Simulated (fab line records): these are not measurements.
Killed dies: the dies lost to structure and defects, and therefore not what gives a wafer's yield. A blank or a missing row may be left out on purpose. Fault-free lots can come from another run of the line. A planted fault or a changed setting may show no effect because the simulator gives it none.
fab line records -- flow sky130
record lots=12, wafers=36, last-day=50
route steps=708 shown LI_CONTACT@376 CONTACT@432 PAD_OPEN@708
lots that met no fault: from a run of the same line without faults
start-h: hours from the record's opening day to when the first of the lot's shown wafers began -- wait-h: hours elapsed since this lot's preceding step -- " as in the row above -- L1.1+2: several wafers, shown together as one row -- - either no value or no given start -- * or withheld: withheld -- < > ~ a bound
route shown NAME@n: a module of which the file shows steps, and the number in the route of the first -- usual: mean and standard deviation over wafers with no fault -- same: alike in all rows -- chamber/n: place in a boat -- sites: per-site readings -- _std_site: standard deviation of those values -- _edge_site: inner sites' mean taken away from outer sites' mean -- radius-mm: how far each site lies from the wafer's centre -- mask NAME#n: copy n -- behind: the tool/chamber that last shaped the wafer -- hold: why the lot was held/for how many hours/how that ended -- device: names the non-switching transistor (n, p or np) -- end of line: the tests these same wafers got at the end of their route -- for a step that has no rows: nothing shown but its recipe -- killed: dies lost to structure and defects at the first sort, not the wafer's yield -- map: shows each die of a wafer: x if killed, . if not, _ if none is there
set.NAME: the setting that was run; set.NAME@STEP: the one run at that earlier step -- model.NAME: the simulator's own value behind a step, which no gauge read
a sample of lots followed through the steps of the route, with each step as a table and each wafer as a row
services: when a tool's chamber went out of use (start-h, in hours from the record's first day, below 0 if earlier), for how many hours, and the reason
## steps
# step SKY_LI_CONTACT_ETCH_14
# recipe chemistry=N2/H2, target=BARC, ion-energy-ev=200, source-w=500, bias-w=100, pressure-mtorr=30, n2-flow-sccm=100, h2-flow-sccm=200, stop-on=SiO2, time-s=45.9, target-depth-a=600
# usual drypump-motor-current-A=5.5/0.35, oes-product-au=0.855/0.0045, throttle-valve-pct=13.225/0.0094
lot.wafer,tool,chamber,start-h,wait-h,drypump-motor-current-A,oes-product-au,rf-hours-counter-h,throttle-valve-pct
L862.2,rie-diel-02,1,678.55,0.0,6.0,0.852,2,13.226
L862.4,rie-diel-02,2,678.55,0.0,5.5,0.858,12,13.233
L862.5,rie-diel-02,3,678.55,0.0,5.8,0.858,-,13.226
L863.1,rie-diel-02,2,686.67,0.0,5.5,0.853,12,13.211
L863.5,rie-diel-02,3,686.67,0.0,5.8,0.856,-,13.230
L863.6,rie-diel-02,0,686.67,0.0,5.2,0.855,-,13.226
L866.2,rie-diel-01,3,716.30,0.0,5.2,0.855,3,13.213
L866.3,rie-diel-01,0,716.30,0.0,5.2,0.861,21,13.219
L866.4,rie-diel-01,2,716.30,0.0,5.2,0.859,21,13.231
L867.2,rie-diel-04,0,718.35,0.0,5.7,0.856,48,13.216
L867.5,rie-diel-04,0,718.35,0.0,5.7,0.862,-,13.230
L867.6,rie-diel-04,1,718.35,0.0,5.7,0.851,-,13.229
L868.1,rie-diel-02,2,734.45,0.0,5.6,0.858,13,13.220
L868.2,rie-diel-02,0,734.45,0.0,5.2,0.855,2,13.233
L868.6,rie-diel-02,2,734.45,0.0,5.5,0.852,-,13.225
L869.2,rie-diel-04,1,747.92,0.0,5.7,0.856,9,13.227
L869.4,rie-diel-04,1,747.92,0.0,5.6,0.853,-,13.236
L869.6,rie-diel-04,3,747.92,0.0,5.1,0.851,-,13.219
L870.2,rie-diel-04,3,752.85,0.0,5.1,0.857,16,13.221
L870.4,rie-diel-04,3,752.85,0.0,5.2,0.847,-,13.220
L870.6,rie-diel-04,2,752.85,0.0,5.2,0.855,-,13.229
L878.2,rie-diel-02,3,811.98,0.0,5.8,0.850,7,13.239
L878.3,rie-diel-02,0,811.98,0.0,5.2,0.854,3,13.232
L878.4,rie-diel-02,1,811.98,0.0,6.0,0.854,5,13.221
L879.1,rie-diel-01,2,814.30,0.0,5.2,0.852,24,13.224
L879.3,rie-diel-01,0,814.30,0.0,5.2,0.857,25,13.222
L879.4,rie-diel-01,3,814.30,0.0,5.2,0.859,-,13.237
L881.2,rie-diel-04,0,834.02,0.0,5.7,0.854,1,13.208
L881.4,rie-diel-04,0,834.02,0.0,5.7,0.843,-,13.215
L881.6,rie-diel-04,2,834.02,0.0,5.2,0.845,-,13.228
L882.3,rie-diel-02,0,838.52,0.0,5.2,0.848,4,13.224
L882.4,rie-diel-02,2,838.52,0.0,5.6,0.859,16,13.218
L882.5,rie-diel-02,1,838.52,0.0,6.0,0.854,-,13.215
L884.3,rie-diel-04,0,850.62,0.0,5.7,0.856,2,13.230
L884.4,rie-diel-04,3,850.62,0.0,5.1,0.862,18,13.220
L884.5,rie-diel-04,0,850.62,0.0,5.7,0.859,-,13.226
# step SKY_LI_CONTACT_SPUTTER_19
# recipe material=Ti, target-thk-nm=20, chamber-pressure-pa=5, power-w=2500, substrate-temp-c=200, time-s=106.37
# usual cathode-dc-power-W=2500.0/0.42, chamber-pressure-pa=5.001/0.0098, throttle-valve-pct=30.5/0.97
lot.wafer,tool,chamber,start-h,wait-h,cathode-dc-power-W,chamber-pressure-pa,throttle-valve-pct
L862.2,pvd-sputter-03,-,678.97,0.0,2499.8,5.000,30.9
L862.4,pvd-sputter-03,-,678.97,0.0,2499.6,5.004,30.7
L862.5,pvd-sputter-03,-,678.97,0.0,2500.3,4.997,29.9
L863.1,pvd-sputter-03,-,687.09,0.0,2499.9,5.011,30.6
L863.5,pvd-sputter-03,-,687.09,0.0,2499.9,5.007,30.3
L863.6,pvd-sputter-03,-,687.09,0.0,2499.6,5.003,30.8
L866.2,pvd-sputter-01,-,716.72,0.0,2498.8,5.000,30.7
L866.3,pvd-sputter-01,-,716.72,0.0,2499.8,5.002,30.6
L866.4,pvd-sputter-01,-,716.72,0.0,2500.2,5.015,29.6
L867.2,pvd-sputter-02,-,718.78,0.0,2500.2,5.002,32.8
L867.5,pvd-sputter-02,-,718.78,0.0,2500.0,5.017,31.2
L867.6,pvd-sputter-02,-,718.78,0.0,2499.8,5.008,29.4
L868.1,pvd-sputter-02,-,734.88,0.0,-,-,-
L868.2,pvd-sputter-02,-,734.88,0.0,-,-,-
L868.6,pvd-sputter-02,-,734.88,0.0,-,-,-
L869.2,pvd-sputter-02,-,748.34,0.0,-,-,-
L869.4,pvd-sputter-02,-,748.34,0.0,-,-,-
L869.6,pvd-sputter-02,-,748.34,0.0,-,-,-
L870.2,pvd-sputter-01,-,753.27,0.0,-,-,-
L870.4,pvd-sputter-01,-,753.27,0.0,-,-,-
L870.6,pvd-sputter-01,-,753.27,0.0,-,-,-
L878.2,pvd-sputter-01,-,812.41,0.0,2500.5,5.013,29.5
L878.3,pvd-sputter-01,-,812.41,0.0,2499.7,5.006,30.5
L878.4,pvd-sputter-01,-,812.41,0.0,2499.3,5.003,30.5
L879.1,pvd-sputter-02,-,814.74,0.0,2500.3,5.012,31.1
L879.3,pvd-sputter-02,-,814.74,0.0,2500.4,4.992,29.5
L879.4,pvd-sputter-02,-,814.74,0.0,2500.4,5.002,30.2
L881.2,pvd-sputter-01,-,834.44,0.0,2500.3,4.989,29.3
L881.4,pvd-sputter-01,-,834.44,0.0,2500.0,5.003,30.0
L881.6,pvd-sputter-01,-,834.44,0.0,2499.9,5.021,30.6
L882.3,pvd-sputter-02,-,838.94,0.0,2500.1,4.984,30.9
L882.4,pvd-sputter-02,-,838.94,0.0,2500.8,5.007,29.3
L882.5,pvd-sputter-02,-,838.94,0.0,2500.4,4.992,29.7
L884.3,pvd-sputter-02,-,851.06,0.0,2500.3,4.998,33.2
L884.4,pvd-sputter-02,-,851.06,0.0,2500.4,5.000,31.1
L884.5,pvd-sputter-02,-,851.06,0.0,2499.5,4.982,29.7
# step SKY_LI_CONTACT_CMP_24
# recipe stop-on=PSG, t-overpolish-s=20, down-force-psi=3.5, platen-rpm=60, target-thk-nm=0, pad-velocity-m-s=0.94248
# usual edge-zone-pressure-frac=0.999/0.0052, head-pressure-psi=3.499/0.0067, motor-current-A=11.2/0.73, platen-rpm=60.00/0.039, slurry-filter-dp-kPa=13.50/0.15
lot.wafer,tool,chamber,start-h,wait-h,edge-zone-pressure-frac,head-pressure-psi,motor-current-A,platen-rpm,slurry-filter-dp-kPa
L862.2,cmp-01,1,679.46,0.1,1.000,3.505,11.1,59.94,13.60
L862.4,cmp-01,3,679.46,0.1,1.000,3.492,12.5,60.03,13.54
L862.5,cmp-01,0,679.46,0.1,1.002,3.494,10.6,60.00,13.18
L863.1,cmp-02,0,687.68,0.2,1.001,3.500,11.0,60.00,13.61
L863.5,cmp-02,1,687.68,0.2,1.000,3.496,11.3,60.00,13.68
L863.6,cmp-02,2,687.68,0.2,1.010,3.491,9.5,59.96,13.44
L866.3,cmp-02,2,717.16,0.0,0.995,3.512,9.5,60.00,13.55
L866.2,cmp-02,0,717.16,0.0,1.003,3.507,11.5,59.96,13.45
L866.4,cmp-02,1,717.16,0.0,0.993,3.502,10.9,59.99,13.54
L867.2,cmp-01,1,719.33,0.1,1.004,3.504,11.7,59.93,13.47
L867.5,cmp-01,3,719.33,0.1,0.995,3.490,11.8,59.95,13.26
L867.6,cmp-01,0,719.33,0.1,0.995,3.498,11.1,60.05,13.55
L868.2,cmp-01,2,735.38,0.1,1.000,3.502,11.7,59.96,13.63
L868.1,cmp-01,0,735.38,0.1,0.998,3.496,11.0,59.99,13.49
L868.6,cmp-01,1,735.38,0.1,0.996,3.501,11.2,60.01,13.39
L869.4,cmp-01,1,748.78,0.0,1.005,3.504,11.4,59.94,13.33
L869.2,cmp-01,0,748.78,0.0,0.999,3.489,11.2,59.99,13.46
L869.6,cmp-01,1,748.78,0.0,0.997,3.497,11.8,60.00,13.41
L870.2,cmp-01,0,753.71,0.0,0.998,3.494,10.8,60.01,13.25
L870.4,cmp-01,1,753.71,0.0,0.995,3.499,10.6,59.98,13.32
L870.6,cmp-01,0,753.71,0.0,1.006,3.499,11.0,59.99,13.49
L878.3,cmp-01,0,812.87,0.0,0.997,3.491,10.5,59.99,13.58
L878.2,cmp-01,1,812.87,0.0,0.999,3.491,11.7,59.95,13.37
L878.4,cmp-01,2,812.87,0.0,0.997,3.498,11.1,60.04,13.31
L879.1,cmp-02,0,815.18,0.1,0.998,3.497,11.5,60.05,13.40
L879.3,cmp-02,1,815.18,0.1,1.002,3.502,11.2,60.05,13.51
L879.4,cmp-02,2,815.18,0.1,1.001,3.494,9.9,59.98,13.49
L881.4,cmp-02,0,834.88,0.0,1.002,3.498,11.5,60.00,13.57
L881.2,cmp-02,1,834.88,0.0,0.997,3.506,11.0,60.00,13.27
L881.6,cmp-02,1,834.88,0.0,1.009,3.506,11.2,59.96,13.57
L882.4,cmp-02,2,839.48,0.1,0.996,3.503,9.8,59.99,13.49
L882.3,cmp-02,3,839.48,0.1,1.001,3.487,10.5,59.95,13.43
L882.5,cmp-02,0,839.48,0.1,1.004,3.491,11.7,59.93,13.31
L884.4,cmp-02,1,851.50,0.0,0.993,3.489,11.4,60.05,13.48
L884.3,cmp-02,3,851.50,0.0,1.005,3.494,10.7,59.96,13.77
L884.5,cmp-02,1,851.50,0.0,1.004,3.504,11.5,60.02,13.52
# step SKY_CONTACT_THK_MEAS_26
# recipe thk-meas-gauge=xrf, reads=W_of_CONTACT_CVD_24
# usual CONTACT_W_THK=343/3.9
lot.wafer,tool,chamber,start-h,wait-h,CONTACT_W_THK[nm]
L862.2,film-metro-04,-,738.01,0.1,337
L862.4,film-metro-04,-,738.01,0.1,341
L862.5,film-metro-04,-,738.01,0.1,344
L863.1,film-metro-01,-,746.42,0.1,346
L863.5,film-metro-01,-,746.42,0.1,345
L863.6,film-metro-01,-,746.42,0.1,350
L866.2,film-metro-01,-,775.96,0.1,341
L866.3,film-metro-01,-,775.96,0.1,339
L866.4,film-metro-01,-,775.96,0.1,338
L867.2,film-metro-03,-,777.27,0.1,346
L867.5,film-metro-03,-,777.27,0.1,343
L867.6,film-metro-03,-,777.27,0.1,339
L878.2,film-metro-01,-,868.24,0.1,338
L878.3,film-metro-01,-,868.24,0.1,346
L878.4,film-metro-01,-,868.24,0.1,340
L879.1,film-metro-01,-,871.15,0.1,344
L879.3,film-metro-01,-,871.15,0.1,341
L879.4,film-metro-01,-,871.15,0.1,346
L881.2,film-metro-03,-,891.14,0.1,345
L881.4,film-metro-03,-,891.14,0.1,346
L881.6,film-metro-03,-,891.14,0.1,344
L882.3,film-metro-03,-,893.95,0.1,349
L882.4,film-metro-03,-,893.95,0.1,343
L882.5,film-metro-03,-,893.95,0.1,350
L884.3,film-metro-01,-,906.00,0.1,351
L884.4,film-metro-01,-,906.00,0.1,347
L884.5,film-metro-01,-,906.00,0.1,347
# step SKY_PAD_OPEN_PROBE_99
# usual killed_at_M0_to_M3=43/6.7, killed_at_M4_up=3.0/1.9, killed-at-contacts=25/5.4, killed-at-front-end=16/4.5, killed-at-other=0.4/0.62, killed-dies=87/9.6, killed-on-rim=17/3.6, killed-open=47/7, killed-short=39/6.1
# same gross-dies=492, killed-at-back-side=0
lot.wafer,tool,chamber,start-h,wait-h,killed_at_M0_to_M3,killed_at_M4_up,killed-at-contacts,killed-at-front-end,killed-at-other,killed-dies,killed-on-rim,killed-open,killed-short
L867.2,prober-01,-,1107.41,0.1,56,4,29,14,1,104,18,59,45
L867.5,prober-01,-,1107.56,0.2,49,2,26,16,0,93,19,48,45
L867.6,prober-01,-,1107.61,0.2,49,1,29,23,0,102,20,51,51
L868.1,prober-02,-,1117.92,0.1,46,6,418,22,0,492,96,58,40
L868.2,prober-02,-,1117.97,0.1,32,7,439,13,1,492,96,42,34
L868.6,prober-02,-,1118.17,0.2,39,2,432,19,0,492,96,41,33
L869.2,prober-01,-,1127.84,0.1,46,4,432,10,0,492,96,49,31
L869.4,prober-01,-,1127.94,0.2,58,2,421,11,0,492,96,48,49
L869.6,prober-01,-,1128.04,0.2,37,1,432,22,0,492,96,32,47
L870.2,prober-02,-,1131.46,0.1,39,4,433,13,3,492,96,48,43
L870.4,prober-02,-,1131.56,0.2,42,2,434,12,2,492,96,56,24
L870.6,prober-02,-,1131.66,0.2,39,1,435,16,1,492,96,47,36
# killed by level:class
L867.2 LI_CONTACT:geometric-particle:open=11 CONTACT:geometric-particle:open=11 METAL2:geometric-particle:short=10 VIA3:geometric-particle:open=10 VIA2:geometric-particle:open=8 VIA3:geometric-particle:short=6 VIA1:geometric-particle:open=5 VIA1:geometric-particle:short=5
L867.5 VIA1:geometric-particle:open=12 LI_CONTACT:geometric-particle:open=9 LOCAL_INTERCONNECT:geometric-particle:short=8 METAL2:geometric-particle:short=8 FIELD_ISO:geometric-particle:short=6 VIA3:geometric-particle:open=6 VIA2:geometric-particle:open=5 CONTACT:geometric-particle:open=5
L867.6 FIELD_ISO:geometric-particle:short=9 CONTACT:geometric-particle:open=9 VIA1:geometric-particle:open=9 METAL2:geometric-particle:short=8 VIA3:geometric-particle:open=8 FIELD_ISO:geometric-particle:open=7 CONTACT:geometric-particle:short=7 LI_CONTACT:geometric-particle:open=6
L868.1 LI_CONTACT:area-sputter=394 VIA1:geometric-particle:open=14 CONTACT:geometric-particle:open=9 POLY_GATE:geometric-particle:open=8 VIA2:geometric-particle:open=8 LI_CONTACT:geometric-particle:open=6 POLY_GATE:geometric-particle:short=5 METAL4:geometric-particle:short=5
L868.2 LI_CONTACT:area-sputter=416 VIA1:geometric-particle:open=8 LI_CONTACT:geometric-particle:open=7 CONTACT:geometric-particle:open=7 FIELD_ISO:geometric-particle:short=5 VIA3:geometric-particle:open=5 POLY_GATE:geometric-particle:open=4 CONTACT:geometric-particle:short=4
L868.6 LI_CONTACT:area-sputter=418 VIA1:geometric-particle:open=12 POLY_GATE:geometric-particle:open=7 VIA3:geometric-particle:open=7 CONTACT:geometric-particle:open=5 METAL1:geometric-particle:short=5 METAL2:geometric-particle:short=5 POLY_GATE:geometric-particle:short=4
L869.2 LI_CONTACT:area-sputter=411 CONTACT:geometric-particle:open=11 VIA3:geometric-particle:open=9 VIA1:geometric-particle:open=8 METAL1:geometric-particle:short=7 LI_CONTACT:geometric-particle:open=6 VIA2:geometric-particle:open=6 VIA1:geometric-particle:short=5
L869.4 LI_CONTACT:area-sputter=395 VIA3:geometric-particle:open=10 CONTACT:geometric-particle:open=10 VIA1:geometric-particle:open=9 METAL2:geometric-particle:short=9 METAL1:geometric-particle:short=8 LI_CONTACT:geometric-particle:open=6 VIA3:geometric-particle:short=5
L869.6 LI_CONTACT:area-sputter=413 CONTACT:geometric-particle:short=9 VIA3:geometric-particle:open=6 FIELD_ISO:geometric-particle:open=5 METAL2:geometric-particle:short=5 METAL1:geometric-particle:short=5 VIA2:geometric-particle:short=5 FIELD_ISO:geometric-particle:short=4
L870.2 LI_CONTACT:area-sputter=399 VIA1:geometric-particle:open=10 CONTACT:geometric-particle:open=9 VIA3:geometric-particle:open=9 LI_CONTACT:geometric-particle:short=8 LI_CONTACT:geometric-particle:open=8 FIELD_ISO:geometric-particle:short=6 METAL1:geometric-particle:short=6
L870.4 LI_CONTACT:area-sputter=409 VIA3:geometric-particle:open=10 CONTACT:geometric-particle:open=10 VIA1:geometric-particle:open=10 LI_CONTACT:geometric-particle:open=8 VIA2:geometric-particle:open=7 METAL1:geometric-particle:short=4 VIA3:geometric-particle:short=4
L870.6 LI_CONTACT:area-sputter=406 VIA1:geometric-particle:open=10 LI_CONTACT:geometric-particle:open=10 VIA1:geometric-particle:short=7 LOCAL_INTERCONNECT:geometric-particle:short=6 VIA3:geometric-particle:open=6 CONTACT:geometric-particle:open=6 FIELD_ISO:geometric-particle:short=5
## services
tool,chamber,start-h,hours,kind
cmp-02,-,654.57,0.5,repair
cmp-02,-,673.06,4.5,repair
cmp-01,-,681.98,4.3,repair
rie-diel-01,0,696.56,4.5,repair
cmp-01,-,703.65,6.5,pm
cmp-02,-,718.11,6.6,pm
rie-diel-04,-,721.43,4.3,pm
cmp-02,-,724.92,0.4,repair
rie-diel-02,3,728.93,2.9,repair
rie-diel-02,1,730.34,4.9,repair
rie-diel-04,3,738.19,5.8,repair
rie-diel-04,0,740.58,3.4,repair
cmp-01,-,744.09,4.0,pm
cmp-01,-,756.82,1.8,repair
rie-diel-02,-,762.95,2.8,pm
cmp-01,-,765.95,2.9,repair
rie-diel-02,0,769.83,4.2,repair
cmp-02,-,771.56,2.4,repair
rie-diel-04,0,797.21,8.0,repair
rie-diel-04,-,801.62,14.6,pm
pvd-sputter-02,-,811.12,2.6,repair
rie-diel-04,3,830.35,4.9,repair
cmp-01,-,834.45,0.3,repair
cmp-01,-,844.01,0.3,repair
## key
first-sign step=SKY_LI_CONTACT_SPUTTER_19, reading=tool-record, direction=missing
effect step=SKY_PAD_OPEN_PROBE_99, reading=killed-at-contacts, direction=up, sigmas=75, usual=25, struck=431
more-kills-born-at SKY_LI_CONTACT_SPUTTER_19@pvd-sputter-02=2447, SKY_LI_CONTACT_SPUTTER_19@pvd-sputter-01=1214
met-at SKY_LI_CONTACT_SPUTTER_19
struck-lots L868,L869,L870
later-rows-left-out L868.1,L868.2,L868.6,L869.2,L869.4,L869.6,L870.2,L870.4,L870.6
tester-left-out L868,L869,L870
not-acting-at SKY_LI_CONTACT_ETCH_14,SKY_LI_CONTACT_CMP_24,SKY_CONTACT_THK_MEAS_26
onset-between 718.78 734.88
fault kind=skipped-step-whole, tool=pvd-sputter-01,pvd-sputter-02, chamber=-, onset-h=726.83, steps=SKY_LI_CONTACT_SPUTTER_19, scope=struck-lots-only
# tester-left-out: of these lots the tester's yield and bins aren't shown, on N5 and GAA mostly nor the transistor test; their killed dies are dies lost to structure and defects alone, not to doping, threshold or leakage, so they don't give the yield
# later-rows-left-out: the simulator's readings of these wafers behind a module that went badly wrong aren't trusted and aren't shown, but for the sort
